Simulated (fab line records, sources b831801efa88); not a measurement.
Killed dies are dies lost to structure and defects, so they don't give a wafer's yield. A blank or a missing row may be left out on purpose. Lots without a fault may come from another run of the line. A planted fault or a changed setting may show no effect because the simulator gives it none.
fab line records | flow sky130
record lots=6 wafers=18 last_day=50
route steps=708 shown FIELD_ISO@7
lots that met no fault: from a run of the same line without faults
start_h: hours from the record's first day to the start of the lot's first wafer shown | wait_h: hours since the lot's step before | " the same as in the row above | L1.1+2: a row that stands for several wafers | - no value, or no start given | * or withheld: withheld | < > ~ a bound
route shown NAME@n: a module of which the file shows steps, and the number in the route of the first | usual: mean/standard deviation of fault-free wafers | same: alike in all rows | chamber/n: place in a boat | sites: the reading at each site | _std_site: their standard deviation | _edge_site: outer sites' mean less inner sites' | radius_mm: how far each site lies from the wafer's centre | mask NAME#n: copy n | behind: the tool/chamber that last shaped the wafer | hold: why the lot was held/for how many hours/how that ended | device: the transistor (n, p or np) that didn't switch | end of line: the same wafers' tests at the end of the route | a step without rows: its recipe alone | killed: dies lost to structure and defects at the first sort, not the wafer's yield | map: a wafer's dies, x killed, . not, _ none there
set.NAME: the setting as run; set.NAME@STEP: as run at that earlier step | model.NAME: the simulator's own value behind a step, which no gauge read
lots at some steps of the route; a table a step, a row a wafer
services: from which hour (start_h, from the record's first day; less than 0 if before it) a tool's chamber was out of use, for how many hours, and why
## steps
# step SKY_FIELD_ISO_HMDS_06
# recipe prime_time_s=60 prime_temp_c=120
# step SKY_FIELD_ISO_COAT_07
# recipe resist=BARC temp_c=withheld time_s=withheld spin_rpm=3000 resist_thk_nm=60
# step SKY_FIELD_ISO_COAT_08
# recipe resist=KrF-thick spin_rpm=2957 resist_thk_nm=450
# step SKY_FIELD_ISO_SOFTBAKE_09
# recipe temp_c=100 time_s=90 resist=KrF-thick
# step SKY_FIELD_ISO_EXPOSE_10
# recipe mask_id=FOM na=0.68 source_shape=annular sigma_inner=0.4 sigma_outer=0.8 target_cd_nm=150 dose_mj=28
# step SKY_FIELD_ISO_PEB_11
# recipe peb_temp_c=withheld peb_time_s=withheld resist=KrF-thick
# step SKY_FIELD_ISO_DEVELOP_12
# recipe develop_time_s=60 resist=KrF-thick dev_temp_c=21
# step SKY_FIELD_ISO_CD_MEAS_13
# recipe target_cd_nm=150
# usual cd_nm=149.4/1.4
# columns lot.wafer tool chamber start_h wait_h cd_nm
L346.1 cd_sem-02 - 60.86 - 147.9
L346.2 " - " " 149.7
L346.4 " - " " 147.8
L347.2 cd_sem-02 - 68.68 - 148.9
L347.5 " - " " 147.3
L347.6 " - " " 149.0
L351.1 cd_sem-01 - 86.66 - 148.3
L351.2 " - " " 148.2
L351.4 " - " " 150.1
L358.1 cd_sem-01 - 121.21 - 151.7
L358.5 " - " " 151.8
L358.6 " - " " 151.5
L359.3 cd_sem-01 - 128.25 - 147.8
L359.4 " - " " 148.1
L359.5 " - " " 147.8
L362.1 cd_sem-01 - 144.28 - 148.1
L362.2 " - " " 147.2
L362.5 " - " " 147.0
# step SKY_FIELD_ISO_ETCH_14
# recipe chemistry=N2/H2 target=BARC ion_energy_ev=200 source_w=500 bias_w=100 pressure_mtorr=30 n2_flow_sccm=100 h2_flow_sccm=200 stop_on=SiO2 time_s=45.9 target_depth_a=600
# usual bias_w=100.0/0.31 chamber_pressure_mTorr=30.001/0.028 drypump_motor_current_A=5.8/0.35 oes_product_au=0.855/0.0047 throttle_valve_pct=13.225/0.0092
# columns lot.wafer tool chamber start_h wait_h bias_w chamber_pressure_mTorr drypump_motor_current_A oes_product_au rf_hours_counter_h throttle_valve_pct
L346.1 rie_diel-01 3 60.98 0.1 99.7 29.993 5.9 0.848 145 13.219
L346.2 " 2 " " 100.0 29.960 6.0 0.859 89 13.221
L346.4 " 2 " " 99.9 29.997 6.0 0.852 - 13.215
L347.2 rie_diel-01 3 68.78 0.1 100.2 30.038 5.9 0.852 146 13.239
L347.5 " 3 " " 100.2 30.000 5.9 0.855 - 13.220
L347.6 " 2 " " 100.1 29.970 6.0 0.851 - 13.239
L351.1 rie_diel-02 0 86.78 0.1 100.1 30.007 6.7 0.860 131 13.224
L351.2 " 3 " " 100.2 29.995 5.0 0.853 104 13.218
L351.4 " 2 " " 100.3 29.992 5.1 0.846 127 13.235
L358.1 rie_diel-01 3 121.33 0.1 100.0 29.990 5.9 0.843 147 13.232
L358.5 " 1 " " 99.8 29.981 5.6 0.849 - 13.226
L358.6 " 3 " " 100.3 29.990 5.9 0.853 - 13.216
L359.3 rie_diel-03 1 128.33 0.1 99.7 29.997 6.0 0.851 4 13.220
L359.4 " 3 " " 100.1 29.980 5.9 0.848 113 13.238
L359.5 " 0 " " 99.9 29.980 6.1 0.849 - 13.227
L362.1 rie_diel-01 3 144.40 0.1 100.0 30.033 5.9 0.854 148 13.229
L362.2 " 2 " " 100.3 30.063 5.9 0.856 92 13.225
L362.5 " 1 " " 99.8 30.002 5.6 0.858 - 13.232
# step SKY_FIELD_ISO_ETCH_15
# recipe chemistry=CHF3/O2 target_depth_nm=180 stop_on=Si source_w=600 bias_w=200 pressure_mtorr=40 chf3_flow_sccm=50 O2_flow_sccm=5 time_s=72
# usual O2_flow_sccm=5.001/0.016 bias_w=200.1/0.64 drypump_motor_current_A=5.8/0.36 oes_product_au=0.950/0.0074 throttle_valve_pct=8.847/0.0095
# columns lot.wafer tool chamber start_h wait_h O2_flow_sccm bias_w drypump_motor_current_A oes_product_au rf_hours_counter_h throttle_valve_pct
L346.1 rie_diel-01 3 61.02 0.0 5.003 199.6 5.9 0.948 146 8.853
L346.2 " 2 " " 4.981 200.2 5.9 0.949 89 8.851
L346.4 " 2 " " 5.002 199.9 5.9 0.951 - 8.848
L347.2 rie_diel-01 3 68.82 0.0 4.976 200.7 5.9 0.950 146 8.856
L347.5 " 3 " " 5.001 200.3 5.9 0.950 - 8.850
L347.6 " 2 " " 5.005 200.0 5.9 0.951 - 8.840
L351.1 rie_diel-02 0 86.82 0.0 4.989 199.4 6.7 0.952 131 8.830
L351.2 " 3 " " 4.988 199.9 5.0 0.945 104 8.853
L351.4 " 2 " " 5.006 199.9 5.0 0.939 127 8.846
L358.1 rie_diel-01 3 121.37 0.0 5.011 200.3 5.9 0.959 147 8.851
L358.5 " 1 " " 4.985 199.6 5.6 0.950 - 8.840
L358.6 " 3 " " 5.016 200.6 5.9 0.955 - 8.845
L359.3 rie_diel-03 1 128.37 0.0 5.003 200.0 5.9 0.952 4 8.854
L359.4 " 3 " " 4.998 199.7 5.9 0.948 113 8.839
L359.5 " 0 " " 4.983 202.0 6.1 0.948 - 8.845
L362.1 rie_diel-01 3 144.44 0.0 5.028 199.9 5.9 0.954 148 8.848
L362.2 " 2 " " 4.984 200.2 5.9 0.946 92 8.855
L362.5 " 1 " " 4.999 200.0 5.6 0.949 - 8.838
# step SKY_FIELD_ISO_STRIP_16
# recipe chemistry=O2/N2 power_w=1400 pressure_mtorr=1500 platen_temp_c=withheld o2_flow_sccm=3000 n2_flow_sccm=300 overash_fraction=0.5
# usual drypump_motor_current_A=5.57/0.27 oes_product_au=0.378/0.0047 strip_time_to_endpoint_s=3.57/0.047
# same overash_fraction=0.5
# columns lot.wafer tool chamber start_h wait_h drypump_motor_current_A oes_product_au rf_hours_counter_h strip_time_to_endpoint_s
L346.1 plasma_asher-02 1 61.08 0.0 5.24 0.379 35 3.54
L346.2 " 0 " " 5.79 0.369 35 3.51
L346.4 " 0 " " 5.78 0.377 - 3.49
L347.2 plasma_asher-04 1 68.88 0.0 5.95 0.375 42 3.56
L347.5 " 1 " " 5.93 0.370 - 3.54
L347.6 " 0 " " 5.68 0.376 - 3.50
L351.1 plasma_asher-03 0 86.88 0.0 5.30 0.382 28 3.63
L351.2 " 1 " " 5.72 0.378 28 3.57
L351.4 " 0 " " 5.27 0.379 - 3.59
L358.1 plasma_asher-02 1 121.43 0.0 5.25 0.373 42 3.59
L358.5 " 1 " " 5.25 0.372 - 3.61
L358.6 " 0 " " 5.78 0.381 - 3.60
L359.3 plasma_asher-04 1 128.46 0.1 5.93 0.373 - 3.57
L359.4 " 0 " " 5.68 0.378 - 3.61
L359.5 " 0 " " 5.65 0.377 - 3.54
L362.1 plasma_asher-02 1 144.50 0.0 5.24 0.385 44 3.53
L362.2 " 0 " " 5.75 0.368 44 3.44
L362.5 " 1 " " 5.25 0.378 - 3.55
# step SKY_FIELD_ISO_ETCH_17
# recipe target_depth_a=3420 mask_material=Si3N4 chemistry=HBr/Cl2/O2 target=Si taper_deg=5 icp_w=600 bias_w=150 pressure_mtorr=15 HBr_flow_sccm=150 Cl2_flow_sccm=40 O2_flow_sccm=6 time_s=97.7
# usual HBr_flow_sccm=150.0/0.47 O2_flow_sccm=6.003/0.018 drypump_motor_current_A=5.6/0.3 he_backside_leak_sccm=2.8/0.36 oes_product_au=1.004/0.013 throttle_valve_pct=25.655/0.012
# columns lot.wafer tool chamber start_h wait_h HBr_flow_sccm O2_flow_sccm drypump_motor_current_A he_backside_leak_sccm oes_product_au rf_hours_counter_h throttle_valve_pct
L346.1 rie_si-02 3 61.18 0.1 150.4 6.009 5.4 3.0 0.998 95 25.654
L346.2 " 2 " " 150.2 5.985 5.3 2.6 1.005 137 25.643
L346.4 " 3 " " 150.4 6.000 5.4 2.9 1.009 - 25.661
L347.2 rie_si-02 0 68.98 0.1 150.1 6.001 6.1 3.1 0.989 110 25.664
L347.5 " 3 " " 149.6 6.007 5.4 3.2 1.000 - 25.672
L347.6 " 2 " " 150.6 6.013 5.3 2.6 1.016 - 25.656
L351.1 rie_si-02 2 86.98 0.1 149.9 5.999 5.3 2.7 1.006 137 25.666
L351.2 " 3 " " 150.2 5.982 5.4 3.0 1.018 96 25.653
L351.4 " 0 " " 150.2 5.975 6.0 3.0 0.993 110 25.664
L358.1 rie_si-01 0 121.53 0.1 150.3 6.014 5.7 2.6 1.013 57 25.662
L358.5 " 2 " " 150.6 5.996 5.2 2.9 0.997 - 25.660
L358.6 " 1 " " 149.4 5.990 5.4 2.6 0.996 - 25.649
L359.3 rie_si-01 1 128.53 0.0 149.1 5.969 5.4 2.6 1.004 42 25.647
L359.4 " 2 " " 149.7 6.022 5.1 2.8 1.004 118 25.660
L359.5 " 1 " " 149.0 5.984 5.4 2.7 1.002 - 25.656
L362.1 rie_si-02 0 144.60 0.1 150.7 6.023 6.1 2.9 0.992 111 25.678
L362.2 " 1 " " 149.7 6.015 5.6 2.7 1.000 133 25.660
L362.5 " 0 " " 150.3 6.020 6.0 3.0 1.002 - 25.656
# step SKY_FIELD_ISO_WET_ETCH_18
# recipe chemistry=H3PO4 target_depth_nm=25 temp_c=160 target=Si3N4 time_s=286
# usual bath_guard_temp_C=159.9/0.52 bath_heat_duty_pct=27.1/2.7
# columns lot.wafer tool chamber start_h wait_h bath_guard_temp_C bath_heat_duty_pct model.Si3N4_of_FIELD_ISO_CVD_03.thk_nm
L346.1 wet_bench-02 3 61.25 0.0 - - 151.3
L346.2 " 3 " " - - 150.3
L346.4 " 3 " " - - 151
L347.2 wet_bench-03 0 69.05 0.0 - - 152
L347.5 " 0 " " - - 151.4
L347.6 " 0 " " - - 150
L351.1 wet_bench-03 2 87.05 0.0 160.1 28.0 124.7
L351.2 " 2 " " 160.2 25.8 125.6
L351.4 " 2 " " 160.1 28.0 124.3
L358.1 wet_bench-02 1 121.60 0.0 160.1 26.6 127.8
L358.5 " 1 " " 160.5 28.5 127.7
L358.6 " 1 " " 160.1 26.7 127.6
L359.3 wet_bench-03 1 128.60 0.0 160.5 23.9 126.6
L359.4 " 1 " " 160.3 26.5 125
L359.5 " 1 " " 160.7 24.6 125.2
L362.1 wet_bench-03 3 144.67 0.0 160.3 26.7 127.7
L362.2 " 3 " " 160.5 26.2 125.7
L362.5 " 3 " " 160.4 24.7 126.2
# step SKY_FIELD_ISO_CLEAN_19
# recipe chemistry=SC1/SC2 mix=1:4:20 temp_c=70 time_s=150
# step SKY_FIELD_ISO_CLEAN_20
# recipe chemistry=dHF time_s=19.37 dilution=100:1
# step SKY_FIELD_ISO_WET_ETCH_21
# recipe chemistry=dHF dilution=100:1 target_depth_nm=20 dry=ipa_marangoni target=SiO2 temp_c=25 time_s=400
# step SKY_FIELD_ISO_OXIDATION_22
# recipe temp_c=950 ambient=O2 stabilise_s=600 purge_s=300 target_thk_a=100 ox_time_s=623
# step SKY_FIELD_ISO_CVD_24
# recipe material=SiO2 target_thk_nm=595 temp_c=650 sigma_open_frac=0.3 time_s=99.2 sih4_flow_sccm=60 pressure_mtorr=6
# step SKY_FIELD_ISO_ANNEAL_26
# recipe temp_c=1000 time_s=1800 ambient=N2
# step SKY_FIELD_ISO_CMP_27
# recipe stop_on=Si3N4 t_overpolish_s=16 down_force_psi=4 platen_rpm=60 target_thk_nm=457.8 pad_velocity_m_s=0.94248
# usual motor_current_A=12.4/1
# columns lot.wafer tool chamber start_h wait_h motor_current_A
L346.1 cmp-01 3 67.63 0.1 14.5
L346.2 " 0 " " 11.7
L346.4 " 1 " " 13.6
L347.2 cmp-02 0 72.35 0.1 11.2
L347.6 " 1 " " 11.2
L347.5 " 2 " " 13.2
L351.2 cmp-01 3 91.07 0.0 13.5
L351.4 " 1 " " 13.8
L351.1 " 2 " " 11.4
L358.1 cmp-01 3 129.70 0.1 13.8
L358.5 " 1 " " 13.4
L358.6 " 2 " " 11.4
L359.3 cmp-01 1 134.87 0.0 14.7
L359.4 " 3 " " 13.5
L359.5 " 1 " " 14.2
L362.2 cmp-01 1 148.48 0.1 14.0
L362.1 " 3 " " 14.5
L362.5 " 1 " " 14.3
# step SKY_FIELD_ISO_WET_ETCH_28
# recipe chemistry=dHF target_depth_nm=23.7 target=SiO2 dilution=10:1 temp_c=25 time_s=47
# usual bath_heat_duty_pct=6.4/0.69 run_length_s=74.5/2.5
# columns lot.wafer tool chamber start_h wait_h bath_heat_duty_pct run_length_s model.Si3N4_of_FIELD_ISO_CVD_03.thk_nm
L346.1 wet_bench-03 3 67.88 0.2 5.8 74.0 145.3
L346.2 " 3 " " 6.7 74.0 144.4
L346.4 " 3 " " 6.6 74.0 145
L347.2 wet_bench-03 2 72.50 0.1 6.0 72.9 146
L347.5 " 2 " " 7.7 72.9 145.4
L347.6 " 2 " " 6.1 72.9 144.1
L351.1 wet_bench-03 2 91.37 0.1 6.6 73.6 118.9
L351.2 " 2 " " 5.3 73.6 119.7
L351.4 " 2 " " 6.4 73.6 118.4
L358.1 wet_bench-03 2 129.90 0.1 6.5 73.5 121.8
L358.5 " 2 " " 7.3 73.5 121.7
L358.6 " 2 " " 5.7 73.5 121.6
L359.3 wet_bench-02 3 135.17 0.2 6.2 80.3 120.7
L359.4 " 3 " " 7.0 80.3 119
L359.5 " 3 " " 6.9 80.3 119.2
L362.1 wet_bench-03 1 148.73 0.1 5.5 72.2 121.7
L362.2 " 1 " " 5.9 72.2 119.7
L362.5 " 1 " " 5.4 72.2 120.2
# step SKY_FIELD_ISO_WET_ETCH_29
# recipe chemistry=H3PO4 target_depth_nm=160 target=Si3N4 temp_c=160 time_s=1825
## services
# columns tool chamber start_h hours kind
rie_diel-01 0 59.21 99.5 repair
rie_si-02 1 60.98 8.8 repair
cmp-02 - 64.17 4.0 pm
cmp-02 - 68.17 - consumable_replace:conditioner
cmp-02 - 68.17 - consumable_replace:pad
rie_diel-01 3 69.08 8.8 repair
plasma_asher-04 - 73.52 14.6 pm
cmp-02 - 75.14 4.3 repair
cmp-02 - 78.65 2.2 repair
plasma_asher-02 - 79.76 3.7 repair
cmp-01 - 92.37 0.6 repair
cmp-01 - 98.85 3.0 repair
rie_diel-02 - 103.53 14.6 pm
rie_diel-03 3 109.18 7.8 repair
rie_diel-01 3 121.59 2.8 repair
rie_diel-01 1 124.57 8.0 repair
plasma_asher-03 - 130.44 32.8 pm
rie_diel-03 2 130.50 - clean
rie_diel-03 2 130.50 20.8 scheduled_down
rie_diel-03 2 130.50 20.8 vent_cycle
rie_si-02 2 136.57 - clean
rie_si-02 2 136.57 17.5 scheduled_down
rie_si-02 2 136.57 17.5 vent_cycle
plasma_asher-02 - 146.76 0.5 repair
## key
first_sign step=SKY_FIELD_ISO_WET_ETCH_18 reading=tool_record direction=missing
effect none on later readings
model_effect step=SKY_FIELD_ISO_WET_ETCH_18 value=Si3N4_of_FIELD_ISO_CVD_03.thk_nm without=126.2 struck=151
model_effect step=SKY_FIELD_ISO_WET_ETCH_28 value=Si3N4_of_FIELD_ISO_CVD_03.thk_nm without=120.2 struck=145
met_at SKY_FIELD_ISO_WET_ETCH_18
struck_wafers L346.1,L346.2,L346.4,L347.2,L347.5,L347.6
later_rows_left_out L346.1,L346.2,L346.4,L347.2,L347.5,L347.6
sort_left_out L346.1,L346.2,L346.4,L347.2,L347.5,L347.6
tester_left_out L346,L347
fault kind=skipped_step_whole tool=wet_bench-02,wet_bench-03 chamber=- onset_h=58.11 steps=SKY_FIELD_ISO_WET_ETCH_18 scope=struck_lots_only
# tester_left_out: of these lots the tester's yield and bins aren't shown, on N5 and GAA mostly nor the transistor test; their killed dies are dies lost to structure and defects alone, not to doping, threshold or leakage, so they don't give the yield
# sort_left_out: the simulated sort isn't trusted on such a fault, so these wafers' sort isn't shown, and their yield isn't known
# later_rows_left_out: the simulator's readings of these wafers behind a module that went badly wrong aren't trusted and aren't shown, but for the sort
